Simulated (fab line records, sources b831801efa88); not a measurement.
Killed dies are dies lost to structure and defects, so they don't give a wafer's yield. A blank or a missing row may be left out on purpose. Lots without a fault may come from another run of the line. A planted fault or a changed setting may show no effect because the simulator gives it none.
Which tool did it? | flow gf180mcu | 15 lots, 45 wafers sampled, at 2 steps of a route of 602

WHAT THE GAUGES READ, wafer by wafer
GF_STI_BOW_MEAS_00. Usual: INCOMING_BOW 0 um, standard deviation 6.3.
lot  | measured    | on            | INCOMING_BOW (um) | flag
L327 | day 1 10:00 | film_metro-03 | -6 3 -8           |
L329 | day 1 20:00 | film_metro-03 | -8 -6 -7          |
L330 | day 2 01:04 | film_metro-02 | -3 -14 -1         |
L331 | day 2 06:01 | film_metro-02 | 3 -9 4            |
L332 | day 2 11:02 | film_metro-03 | 1 -5 -2           |
L333 | day 2 16:01 | film_metro-01 | -1 -8 -4          |
L334 | day 2 21:00 | film_metro-02 | -10 0 -10         |
L335 | day 3 02:02 | film_metro-02 | -3 -6 1           |
L343 | day 4 18:00 | film_metro-01 | 7 -8 9            |
L344 | day 4 23:01 | film_metro-02 | -5 -12 -5         |
L346 | day 5 09:00 | film_metro-03 | 7 -10 0           |
L347 | day 5 14:00 | film_metro-03 | -10 -8 6          |
L348 | day 5 19:04 | film_metro-01 | 5 7 -9            |
L349 | day 6 00:01 | film_metro-01 | -2 2 11           |
L350 | day 6 05:00 | film_metro-03 | 2 1 -3            |

GF_STI_CD_MEAS_12: target cd 220 nm. Usual: cd_nm 220.1 nm, standard deviation 1.3.
lot  | measured    | on        | cd_nm (nm)        | flag
L327 | day 2 02:26 | cd_sem-01 | 221.3 219.6 220.8 |
L329 | day 2 15:34 | cd_sem-01 | 219.4 218.9 220.8 |
L330 | day 2 22:22 | cd_sem-02 | 217.8 219.0 219.9 |
L331 | day 2 22:19 | cd_sem-01 | 219.6 219.3 220.2 |
L332 | day 3 03:59 | cd_sem-01 | 219.5 218.4 218.9 |
L333 | day 3 07:47 | cd_sem-02 | 219.7 218.8 219.5 |
L334 | day 3 14:28 | cd_sem-02 | 220.9 221.1 220.6 |
L335 | day 3 18:08 | cd_sem-02 | 221.1 219.8 219.8 |
L343 | day 5 12:34 | cd_sem-02 | 218.8 218.4 217.8 |
L344 | day 5 17:26 | cd_sem-01 | 223.6 223.3 222.2 |
L346 | day 6 05:13 | cd_sem-02 | 220.1 220.6 221.3 |
L347 | day 6 08:13 | cd_sem-01 | 218.4 219.0 219.0 |
L348 | day 6 13:07 | cd_sem-02 | 222.6 221.7 222.3 |
L349 | day 6 18:41 | cd_sem-02 | 220.0 218.6 220.3 |
L350 | day 7 00:23 | cd_sem-01 | 218.1 219.0 220.8 |

WHICH TOOL RAN EACH LOT (tool, then ch and the chambers of the sampled wafers, then the start)
The record holds no process step before these readings.

WHAT THE TOOLS THEMSELVES READ (means of the sampled wafers that have a number; where no wafer has one, the mark that the record gives instead)
The record holds no such reading with a usual standard deviation.

THE ANSWER, worked out from the rows above alone
Rule: a lot is off if the mean of its wafers that have a number lies more than 3 standard deviations from the usual mean. A lot without any number at a reading at which 4 lots or more have one is off too. The other lots that the step has rows for count as sound. The gauges are gone through in route order, then the tools' own readings, and for those a lot's mean is taken as printed above. The first step at which some lot is off is used, and at that step the reading that is off furthest; a lot without a number counts as furthest.
No lot is off at any reading shown: from this, nothing can be told.

WHAT THE SIMULATOR HAD PUT IN
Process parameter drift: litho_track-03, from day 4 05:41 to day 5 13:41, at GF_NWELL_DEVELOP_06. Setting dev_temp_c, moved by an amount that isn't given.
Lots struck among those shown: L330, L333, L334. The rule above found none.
